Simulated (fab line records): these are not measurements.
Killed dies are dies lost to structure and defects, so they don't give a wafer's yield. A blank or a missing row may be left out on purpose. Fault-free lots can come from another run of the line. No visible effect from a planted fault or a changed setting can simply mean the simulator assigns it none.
fab line records	flow sky130
[record] lots = 6	wafers = 16	last_day = 50
route steps=708 shown LOCAL_INTERCONNECT@388 CONTACT@406
lots untouched by any fault: they come from a run of this same line in which no faults occurred
start_h: hours from the record's first day to the start of the lot's first wafer shown	wait_h: hours elapsed since this lot's preceding step	" identical to the entry in the row above	L1.1+2: a single row standing in for several wafers	- either no value or no given start	* or withheld: withheld	< > ~ a bound
route shown NAME@n: NAME is a module with steps in the file, n the number in the route of the first one	usual: average and standard deviation across the fault-free wafers	same: alike in all rows	chamber/n: place in a boat	sites: per-site readings	_std_site: their standard deviation	_edge_site: the outer-site mean with the inner-site mean subtracted	radius_mm: for every site, how far away it sits from the centre of the wafer	mask NAME#n: copy n	behind: the tool/chamber that last shaped the wafer	hold: why the lot went on hold/how many hours it stayed there/how the hold came to an end	device: the n, p or np transistor that did not switch	end of line: tests run on the same wafers once the route is complete	a step without rows: its recipe alone	killed: at the first sort, the dies lost to defects and structure; wafer yield is something else	map: shows each die of a wafer: x if killed, . if not, _ if none is there
set.NAME: the run value of the setting; set.NAME@STEP: its run value at that earlier step	model.NAME: the simulator's own value behind a step, which no gauge read
certain route steps with their lots: each step a table, each wafer a row
services: the hour from which a tool's chamber was out of use, counted from the record's first day as start_h (under 0 if before that day), plus the number of hours and why
[[steps]]
[step SKY_LOCAL_INTERCONNECT_RS_MEAS_01]
[recipe] thk_meas_gauge = four-point-probe	reads = TiN_of_LOCAL_INTERCONNECT_SPUTTER_00
[usual] LOCAL_INTERCONNECT_TIN_RS = 14.14/0.19
lot.wafer	tool	chamber	start_h	wait_h	LOCAL_INTERCONNECT_TIN_RS[ohm/sq]
L656.1	film_metro-04	-	671.09	0.0	14.04
L656.4	"	-	"	"	14.12
L656.5	"	-	"	"	14.07
L659.3	film_metro-03	-	703.01	0.1	13.93
L659.4	"	-	"	"	14.20
L659.5	"	-	"	"	13.74
L668.2	film_metro-01	-	790.36	0.1	14.27
L668.4	"	-	"	"	14.08
L668.6	"	-	"	"	14.02
L676.2	film_metro-01	-	857.63	0.1	13.87
L676.5	"	-	"	"	13.90
L675.3	film_metro-01	-	863.90	0.1	14.39
L675.5	"	-	"	"	14.25
L678.2	film_metro-04	-	866.84	0.1	14.12
L678.4	"	-	"	"	14.17
L678.5	"	-	"	"	14.03
[step SKY_LOCAL_INTERCONNECT_THK_MEAS_02]
[recipe] thk_meas_gauge = xrf	reads = TiN_of_LOCAL_INTERCONNECT_SPUTTER_00
[usual] LOCAL_INTERCONNECT_TIN_THK = 99.6/1.4
lot.wafer	tool	chamber	start_h	wait_h	LOCAL_INTERCONNECT_TIN_THK[nm]
L656.1	film_metro-04	-	671.21	0.1	100.9
L656.4	"	-	"	"	100.2
L656.5	"	-	"	"	100.4
L659.3	film_metro-03	-	703.11	0.1	100.7
L659.4	"	-	"	"	99.4
L659.5	"	-	"	"	102.1
L668.2	film_metro-01	-	790.47	0.1	98.3
L668.4	"	-	"	"	99.7
L668.6	"	-	"	"	100.0
L676.2	film_metro-01	-	857.74	0.1	101.0
L676.5	"	-	"	"	100.7
L675.3	film_metro-01	-	864.00	0.1	98.0
L675.5	"	-	"	"	98.9
L678.2	film_metro-04	-	866.95	0.1	99.9
L678.4	"	-	"	"	99.4
L678.5	"	-	"	"	100.4
[step SKY_LOCAL_INTERCONNECT_DEHYDRATE_03]
[recipe] temp_c = 200	time_s = 60
[step SKY_LOCAL_INTERCONNECT_HMDS_04]
[recipe] prime_time_s = 60	prime_temp_c = 120
[step SKY_LOCAL_INTERCONNECT_COAT_05]
[recipe] resist = BARC	temp_c = withheld	time_s = withheld	spin_rpm = 3000	resist_thk_nm = 60
[step SKY_LOCAL_INTERCONNECT_COAT_06]
[recipe] resist = KrF-thick	spin_rpm = 3000	resist_thk_nm = 450
[step SKY_LOCAL_INTERCONNECT_SOFTBAKE_07]
[recipe] temp_c = 100	time_s = 90	resist = KrF-thick
[step SKY_LOCAL_INTERCONNECT_EXPOSE_08]
[recipe] mask_id = LI1M	na = 0.8	source_shape = annular	sigma_inner = 0.55	sigma_outer = 0.85	target_cd_nm = 170	dose_mj = 28
[step SKY_LOCAL_INTERCONNECT_PEB_09]
[recipe] peb_temp_c = withheld	peb_time_s = withheld	resist = KrF-thick
[step SKY_LOCAL_INTERCONNECT_DEVELOP_10]
[recipe] develop_time_s = 60	resist = KrF-thick	dev_temp_c = 21
[step SKY_LOCAL_INTERCONNECT_CD_MEAS_11]
[recipe] target_cd_nm = 170
[usual] cd_nm = 170.0/2
lot.wafer	tool	chamber	start_h	wait_h	cd_nm
L656.1	cd_sem-02	-	697.83	-	172.1
L656.4	"	-	"	"	173.0
L656.5	"	-	"	"	172.5
L659.3	cd_sem-01	-	730.47	-	170.2
L659.4	"	-	"	"	169.1
L659.5	"	-	"	"	168.1
L668.2	cd_sem-01	-	816.75	-	170.1
L668.4	"	-	"	"	171.3
L668.6	"	-	"	"	171.7
L676.2	cd_sem-02	-	883.26	-	168.8
L676.5	"	-	"	"	168.8
L675.3	cd_sem-02	-	890.37	-	171.9
L675.5	"	-	"	"	171.7
L678.2	cd_sem-01	-	892.46	-	171.9
L678.4	"	-	"	"	171.0
L678.5	"	-	"	"	170.9
[step SKY_LOCAL_INTERCONNECT_OVL_MEAS_12]
[usual] LOCAL_INTERCONNECT_OVL = 3/5.3
lot.wafer	tool	chamber	start_h	wait_h	LOCAL_INTERCONNECT_OVL[nm]
L656.1	overlay-02	-	697.95	0.1	4
L656.4	"	-	"	"	-6
L656.5	"	-	"	"	-4
L659.3	overlay-01	-	730.57	0.1	-1
L659.4	"	-	"	"	4
L659.5	"	-	"	"	5
L668.2	overlay-01	-	816.86	0.1	6
L668.4	"	-	"	"	2
L668.6	"	-	"	"	1
L676.2	overlay-02	-	883.37	0.1	8
L676.5	"	-	"	"	11
L675.3	overlay-01	-	890.47	0.1	9
L675.5	"	-	"	"	10
L678.2	overlay-01	-	892.57	0.1	2
L678.4	"	-	"	"	-2
L678.5	"	-	"	"	3
[step SKY_LOCAL_INTERCONNECT_ETCH_13]
[recipe] chemistry = N2/H2	target = BARC	ion_energy_ev = 200	bias_w = 100	pressure_mtorr = 30	n2_flow_sccm = 100	h2_flow_sccm = 200	icp_w = 500	stop_on = SiO2	time_s = 45.9	target_depth_a = 600
[usual] drypump_motor_current_A = 5.9/0.45	oes_product_au = 0.855/0.0047	throttle_valve_pct = 13.226/0.0088
lot.wafer	tool	chamber	start_h	wait_h	drypump_motor_current_A	oes_product_au	rf_hours_counter_h	throttle_valve_pct	model.KrF-thick_of_LOCAL_INTERCONNECT_COAT_06.thk_nm	model.etch.depth_nm
L656.1	rie_metal-01	0	697.99	0.0	5.7	0.856	13	13.228	393.6	59.99
L656.4	"	0	"	"	5.7	0.852	-	13.222	394.3	60.16
L656.5	"	0	"	"	5.7	0.851	-	13.234	395.1	60.15
L659.3	rie_metal-03	1	730.61	0.0	6.8	0.855	-	13.240	394.3	60.28
L659.4	"	0	"	"	6.2	0.855	-	13.224	393.2	60.32
L659.5	"	0	"	"	6.1	0.847	-	13.224	393	60.17
L668.2	rie_metal-03	1	816.89	0.0	6.8	0.852	0	13.227	392.5	60.2
L668.4	"	1	"	"	6.8	0.863	-	13.218	391.8	60.17
L668.6	"	1	"	"	6.8	0.854	-	13.225	391.2	60.21
L676.2	rie_metal-01	0	883.40	0.0	5.7	0.860	4	13.238	393.1	60.05
L676.5	"	1	"	"	5.5	0.810	-	13.223	404.9	53.51
L675.3	rie_metal-01	0	890.51	0.0	5.7	0.855	-	13.232	391.5	59.98
L675.5	"	1	"	"	5.5	0.799	-	13.217	405.1	53.24
L678.2	rie_metal-03	0	892.60	0.0	6.1	0.856	20	13.217	394.9	60.34
L678.4	"	1	"	"	6.8	0.857	-	13.219	393.2	60.27
L678.5	"	1	"	"	6.8	0.856	-	13.234	393.6	60.23
[step SKY_LOCAL_INTERCONNECT_METAL_ETCH_14]
[recipe] target_depth_nm = 110	stop_on = PSG	chemistry = Cl2/BCl3	target = TiN	resist_sidewall_deg = 88	pressure_mtorr = 10	icp_w = 900	bias_w = 48.5	Cl2_flow_sccm = 60	bcl3_flow_sccm = 30	time_s = 31.4
[usual] drypump_motor_current_A = 5.9/0.45	oes_product_au = 0.941/0.0088	throttle_valve_pct = 21.902/0.0096
lot.wafer	tool	chamber	start_h	wait_h	drypump_motor_current_A	oes_product_au	rf_hours_counter_h	throttle_valve_pct	model.KrF-thick_of_LOCAL_INTERCONNECT_COAT_06.thk_nm
L656.1	rie_metal-01	0	698.07	0.1	5.7	0.952	13	21.900	351
L656.4	"	0	"	"	5.7	0.938	-	21.899	351.7
L656.5	"	0	"	"	5.7	0.941	-	21.888	352
L659.3	rie_metal-03	1	730.67	0.0	6.8	0.946	-	21.894	351.3
L659.4	"	0	"	"	6.1	0.941	-	21.895	349.1
L659.5	"	0	"	"	6.1	0.957	-	21.894	348.8
L668.2	rie_metal-03	1	816.95	0.0	6.8	0.941	1	21.907	348.3
L668.4	"	1	"	"	6.8	0.946	-	21.899	347.8
L668.6	"	1	"	"	6.8	0.940	-	21.897	346.8
L676.2	rie_metal-01	0	883.46	0.0	5.7	0.948	4	21.883	350.7
L676.5	"	1	"	"	5.5	0.371	-	22.262	360.8
L675.3	rie_metal-01	0	890.57	0.0	5.7	0.931	-	21.909	348.7
L675.5	"	1	"	"	5.5	0.373	-	22.273	361.2
L678.2	rie_metal-03	0	892.66	0.0	6.1	0.932	20	21.895	350.8
L678.4	"	1	"	"	6.8	0.938	-	21.899	348.7
L678.5	"	1	"	"	6.8	0.942	-	21.906	349.3
[step SKY_LOCAL_INTERCONNECT_STRIP_15]
[recipe] chemistry = O2/N2	power_w = 1400	pressure_mtorr = 1500	platen_temp_c = withheld	o2_flow_sccm = 3000	n2_flow_sccm = 300	overash_fraction = 0.5
[usual] drypump_motor_current_A = 5.9/0.38	oes_product_au = 0.427/0.005	strip_time_to_endpoint_s = 4.730/0.019
lot.wafer	tool	chamber	start_h	wait_h	drypump_motor_current_A	oes_product_au	rf_hours_counter_h	strip_time_to_endpoint_s
L656.1	plasma_asher-04	1	698.14	0.0	5.7	0.427	26	4.755
L656.4	"	0	"	"	5.8	0.427	-	4.770
L656.5	"	1	"	"	5.7	0.429	-	4.751
L659.3	plasma_asher-02	0	730.74	0.1	5.9	0.420	-	4.750
L659.4	"	1	"	"	6.1	0.430	-	4.749
L659.5	"	0	"	"	5.9	0.430	-	4.729
L668.2	plasma_asher-01	0	817.00	0.0	5.6	0.420	7	4.720
L668.4	"	1	"	"	6.6	0.429	-	4.711
L668.6	"	1	"	"	6.6	0.423	-	4.711
L676.2	plasma_asher-01	1	883.51	0.0	6.6	0.431	15	4.735
L676.5	"	0	"	"	5.6	0.433	-	4.853
L675.3	plasma_asher-04	1	890.64	0.1	5.7	0.432	-	4.701
L675.5	"	0	"	"	5.8	0.435	-	4.860
L678.2	plasma_asher-04	0	892.71	0.0	5.8	0.420	46	4.753
L678.4	"	1	"	"	5.7	0.429	-	4.732
L678.5	"	1	"	"	5.7	0.425	-	4.725
[step SKY_LOCAL_INTERCONNECT_STRIP_16]
[recipe] chemistry = post_etch_residue_remover	time_s = 1200	temp_c = 72.5
[step SKY_LOCAL_INTERCONNECT_CLEAN_17]
[recipe] chemistry = IPA	time_s = 180	temp_c = 25
[step SKY_LOCAL_INTERCONNECT_CLEAN_18]
[recipe] chemistry = O3/DIW	dry = n2_spin
[step SKY_CONTACT_CVD_00]
[recipe] material = Si3N4	target_thk_nm = 75	temp_c = 400	time_s = withheld	rf_w = 450
[usual] heater_power_w = 749/79
lot.wafer	tool	chamber	start_h	wait_h	heater_power_w
L656.1	pecvd-03	0	698.73	0.0	695
L656.4	"	2	"	"	771
L656.5	"	0	"	"	717
L659.3	pecvd-03	0	731.33	0.0	728
L659.4	"	1	"	"	802
L659.5	"	2	"	"	755
L668.2	pecvd-02	0	817.60	0.0	723
L668.4	"	0	"	"	704
L668.6	"	1	"	"	635
L676.2	pecvd-02	1	884.11	0.0	580
L676.5	"	2	"	"	901
L675.3	pecvd-04	2	891.20	0.0	680
L675.5	"	0	"	"	890
L678.2	pecvd-02	0	893.34	0.0	716
L678.4	"	1	"	"	670
L678.5	"	1	"	"	673
[step SKY_CONTACT_THK_MEAS_01]
[recipe] reads = Si3N4_of_CONTACT_CVD_00
[usual] CONTACT_CVD_00_THK = 75.1/0.95
lot.wafer	tool	chamber	start_h	wait_h	CONTACT_CVD_00_THK[nm]
L656.1	film_metro-02	-	698.77	-	74.3
L656.4	"	-	"	"	74.4
L656.5	"	-	"	"	74.9
L659.3	film_metro-04	-	731.38	-	74.2
L659.4	"	-	"	"	75.5
L659.5	"	-	"	"	75.1
L668.2	film_metro-02	-	817.64	-	74.5
L668.4	"	-	"	"	75.4
L668.6	"	-	"	"	75.8
L676.2	film_metro-03	-	884.15	-	74.4
L676.5	"	-	"	"	75.0
L675.3	film_metro-04	-	891.25	-	73.1
L675.5	"	-	"	"	75.3
L678.2	film_metro-03	-	893.40	-	73.7
L678.4	"	-	"	"	75.2
L678.5	"	-	"	"	75.6
[step SKY_CONTACT_HDPCVD_02]
[recipe] material = SiO2	target_thk_nm = 565	sigma_open_frac = 0.3	time_s = 94.2	temp_c = 600	sih4_flow_sccm = 60	pressure_mtorr = 6
[step SKY_CONTACT_THK_MEAS_03]
[recipe] reads = SiO2_of_CONTACT_HDPCVD_02
[usual] CONTACT_HDPCVD_THK = 568/5.6
lot.wafer	tool	chamber	start_h	wait_h	CONTACT_HDPCVD_THK[nm]
L656.1	film_metro-02	-	698.90	0.0	569
L656.4	"	-	"	"	572
L656.5	"	-	"	"	573
L659.3	film_metro-03	-	731.51	0.1	563
L659.4	"	-	"	"	561
L659.5	"	-	"	"	563
L668.2	film_metro-04	-	817.77	0.0	574
L668.4	"	-	"	"	572
L668.6	"	-	"	"	568
L676.2	film_metro-04	-	884.28	0.0	579
L676.5	"	-	"	"	573
L675.3	film_metro-03	-	891.38	0.1	568
L675.5	"	-	"	"	567
L678.2	film_metro-02	-	893.53	0.0	567
L678.4	"	-	"	"	566
L678.5	"	-	"	"	568
[step SKY_CONTACT_CMP_04]
[recipe] material = SiO2	down_force_psi = 4	platen_rpm = 60	pad_velocity_m_s = 0.94248
[usual] motor_current_A = 12.8/0.85	time_to_endpoint_s = 85/4.1
lot.wafer	tool	chamber	start_h	wait_h	motor_current_A	time_to_endpoint_s
L656.4	cmp-02	0	699.01	0.1	12.8	84
L656.1	"	2	"	"	14.5	86
L656.5	"	3	"	"	11.5	82
L659.3	cmp-01	0	731.55	0.0	12.0	78
L659.4	"	1	"	"	12.3	79
L659.5	"	1	"	"	12.4	83
L668.2	cmp-01	0	817.87	0.1	12.2	87
L668.4	"	2	"	"	12.4	88
L668.6	"	0	"	"	12.8	83
L676.2	cmp-01	2	884.45	0.2	13.6	93
L676.5	"	0	"	"	12.1	91
L675.3	cmp-02	2	891.42	0.0	15.0	86
L675.5	"	3	"	"	11.7	82
L678.2	cmp-02	0	893.58	0.0	12.9	87
L678.4	"	2	"	"	14.4	84
L678.5	"	1	"	"	12.7	89
[step SKY_CONTACT_BOW_MEAS_05]
[recipe] mode = bow
[usual] CONTACT_BOW = 81/7.2
lot.wafer	tool	chamber	start_h	wait_h	CONTACT_BOW[um]
L656.1	film_metro-03	-	699.26	0.1	90
L656.4	"	-	"	"	76
L656.5	"	-	"	"	85
L659.3	film_metro-04	-	731.89	0.3	74
L659.4	"	-	"	"	84
L659.5	"	-	"	"	77
L668.2	film_metro-02	-	818.14	0.2	91
L668.4	"	-	"	"	79
L668.6	"	-	"	"	91
L676.2	film_metro-04	-	884.67	0.2	91
L676.5	"	-	"	"	89
L675.3	film_metro-02	-	891.76	0.3	94
L675.5	"	-	"	"	86
L678.2	film_metro-03	-	893.90	0.3	74
L678.4	"	-	"	"	72
L678.5	"	-	"	"	81
[step SKY_CONTACT_DEHYDRATE_06]
[recipe] temp_c = 200	time_s = 60
[step SKY_CONTACT_HMDS_07]
[recipe] prime_time_s = 60	prime_temp_c = 120
[step SKY_CONTACT_COAT_08]
[recipe] resist = BARC	temp_c = withheld	time_s = withheld	spin_rpm = 3000	resist_thk_nm = 60
[step SKY_CONTACT_COAT_09]
[recipe] resist = KrF-thick	spin_rpm = 3000	resist_thk_nm = 450
[step SKY_CONTACT_SOFTBAKE_10]
[recipe] temp_c = 100	time_s = 90	resist = KrF-thick
[step SKY_CONTACT_EXPOSE_11]
[recipe] mask_id = CTM1	na = 0.8	source_shape = annular	sigma_inner = 0.55	sigma_outer = 0.85	target_cd_nm = 170	dose_mj = 38
[step SKY_CONTACT_PEB_12]
[recipe] peb_temp_c = withheld	peb_time_s = withheld	resist = KrF-thick
[step SKY_CONTACT_DEVELOP_13]
[recipe] develop_time_s = 60	resist = KrF-thick	dev_temp_c = 21
[step SKY_CONTACT_CD_MEAS_14]
[recipe] target_cd_nm = 170
[usual] cd_nm = 170.0/1.4
lot.wafer	tool	chamber	start_h	wait_h	cd_nm
L656.1	cd_sem-01	-	726.69	-	172.2
L656.4	"	-	"	"	172.4
L656.5	"	-	"	"	172.2
L659.3	cd_sem-01	-	758.97	-	171.9
L659.4	"	-	"	"	169.7
L659.5	"	-	"	"	169.2
L668.2	cd_sem-01	-	843.85	-	169.8
L668.4	"	-	"	"	169.8
L668.6	"	-	"	"	170.5
L676.2	cd_sem-01	-	910.16	-	170.0
L676.5	"	-	"	"	-
L675.3	cd_sem-01	-	917.17	-	169.3
L675.5	"	-	"	"	-
L678.2	cd_sem-01	-	919.06	-	171.4
L678.4	"	-	"	"	172.9
L678.5	"	-	"	"	171.1
[step SKY_CONTACT_OVL_MEAS_15]
[usual] CONTACT_OVL = -5/5.4
lot.wafer	tool	chamber	start_h	wait_h	CONTACT_OVL[nm]
L656.1	overlay-01	-	726.81	0.1	-8
L656.4	"	-	"	"	-6
L656.5	"	-	"	"	-2
L659.3	overlay-02	-	759.07	0.1	-10
L659.4	"	-	"	"	-9
L659.5	"	-	"	"	-8
L668.2	overlay-02	-	843.96	0.1	-9
L668.4	"	-	"	"	-6
L668.6	"	-	"	"	-10
L676.2	overlay-02	-	910.27	0.1	-2
L676.5	"	-	"	"	-
L675.3	overlay-01	-	917.27	0.1	-3
L675.5	"	-	"	"	-
L678.2	overlay-02	-	919.17	0.1	-8
L678.4	"	-	"	"	-3
L678.5	"	-	"	"	-13
[step SKY_CONTACT_ETCH_16]
[recipe] chemistry = N2/H2	target = BARC	ion_energy_ev = 200	source_w = 500	bias_w = 100	pressure_mtorr = 30	n2_flow_sccm = 100	h2_flow_sccm = 200	stop_on = SiO2	time_s = 45.9	target_depth_a = 600
[usual] drypump_motor_current_A = 5.7/0.4	oes_product_au = 0.855/0.0045	throttle_valve_pct = 13.225/0.01
lot.wafer	tool	chamber	start_h	wait_h	drypump_motor_current_A	oes_product_au	rf_hours_counter_h	throttle_valve_pct
L656.1	rie_diel-02	0	726.85	0.0	6.3	0.852	49	13.216
L656.4	"	3	"	"	5.6	0.855	12	13.218
L656.5	"	0	"	"	6.3	0.860	-	13.230
L659.3	rie_diel-01	1	759.09	0.0	5.2	0.858	22	13.239
L659.4	"	0	"	"	5.7	0.855	22	13.240
L659.5	"	2	"	"	4.7	0.858	-	13.235
L668.2	rie_diel-04	0	843.99	0.0	5.9	0.855	23	13.217
L668.4	"	0	"	"	6.0	0.849	-	13.240
L668.6	"	1	"	"	6.0	0.855	-	13.226
L676.2	rie_diel-01	2	910.30	0.0	4.7	0.855	17	13.212
L676.5	"	3	"	"	5.7	0.856	-	13.235
L675.3	rie_diel-01	3	917.29	0.0	5.7	0.850	4	13.199
L675.5	"	2	"	"	4.7	0.856	-	13.226
L678.2	rie_diel-04	0	919.20	0.0	6.0	0.857	25	13.235
L678.4	"	3	"	"	5.6	0.856	-	13.235
L678.5	"	0	"	"	6.0	0.856	-	13.218
[[services]]
tool	chamber	start_h	hours	kind
cmp-01	-	680.11	12.6	repair
cmp-01	-	685.59	0.2	repair
rie_diel-04	1	686.60	4.1	repair
rie_diel-01	0	692.06	2.7	repair
pecvd-02	0	692.19	17.0	repair
rie_metal-03	-	703.82	1.4	pm
cmp-01	-	733.99	2.2	repair
pecvd-02	-	738.06	2.8	pm
cmp-02	-	744.00	4.0	pm
cmp-02	-	749.00	7.6	pm
cmp-02	-	765.43	1.1	repair
rie_diel-01	-	782.31	14.6	pm
rie_metal-01	-	791.83	0.4	repair
rie_diel-01	2	829.43	2.7	repair
rie_metal-03	1	833.97	4.0	repair
cmp-01	-	840.13	5.9	pm
cmp-01	-	887.32	1.3	repair
cmp-01	-	892.62	13.6	pm
cmp-02	-	906.44	1.8	repair
rie_diel-01	-	906.66	1.5	repair
rie_diel-01	0	906.69	19.8	repair
cmp-01	-	913.40	4.0	pm
rie_metal-01	-	913.88	0.4	repair
cmp-02	-	918.30	0.5	repair
[[key]]
[first_sign] step = SKY_LOCAL_INTERCONNECT_ETCH_13	reading = oes_product_au	direction = down	sigmas = 11	usual = 0.855	struck = 0.804
[effect] step = SKY_LOCAL_INTERCONNECT_METAL_ETCH_14	reading = oes_product_au	direction = down	sigmas = 65	usual = 0.941	struck = 0.372
[effect] step = SKY_LOCAL_INTERCONNECT_STRIP_15	reading = strip_time_to_endpoint_s	direction = up	sigmas = 6.5	usual = *	struck = *
[effect] step = SKY_CONTACT_CD_MEAS_14	reading = cd_nm	direction = missing
[effect] step = SKY_CONTACT_OVL_MEAS_15	reading = CONTACT_OVL	direction = missing
[model_effect] step = SKY_LOCAL_INTERCONNECT_ETCH_13	value = KrF-thick_of_LOCAL_INTERCONNECT_COAT_06.thk_nm	without = 391.1	struck = 405
[model_effect] step = SKY_LOCAL_INTERCONNECT_METAL_ETCH_14	value = KrF-thick_of_LOCAL_INTERCONNECT_COAT_06.thk_nm	without = 347.2	struck = 361
met_at SKY_LOCAL_INTERCONNECT_ETCH_13
struck_wafers L675.5,L676.5
sort_left_out L675.5,L676.5
tester_left_out L675,L676
onset_between 697.99 883.40
[fault] kind = process_parameter_drift	tool = rie_metal-01	chamber = -	onset_h = 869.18	steps = SKY_LOCAL_INTERCONNECT_ETCH_13	channel = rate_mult	offset = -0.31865	shape = step	end_h = 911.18	scope = struck_wafers_only
// tester_left_out: of these lots the tester's yield and bins aren't shown, on N5 and GAA mostly nor the transistor test; their killed dies are dies lost to structure and defects alone, not to doping, threshold or leakage, so they don't give the yield
// sort_left_out: the simulated sort isn't trusted on such a fault, so these wafers' sort isn't shown, and their yield isn't known
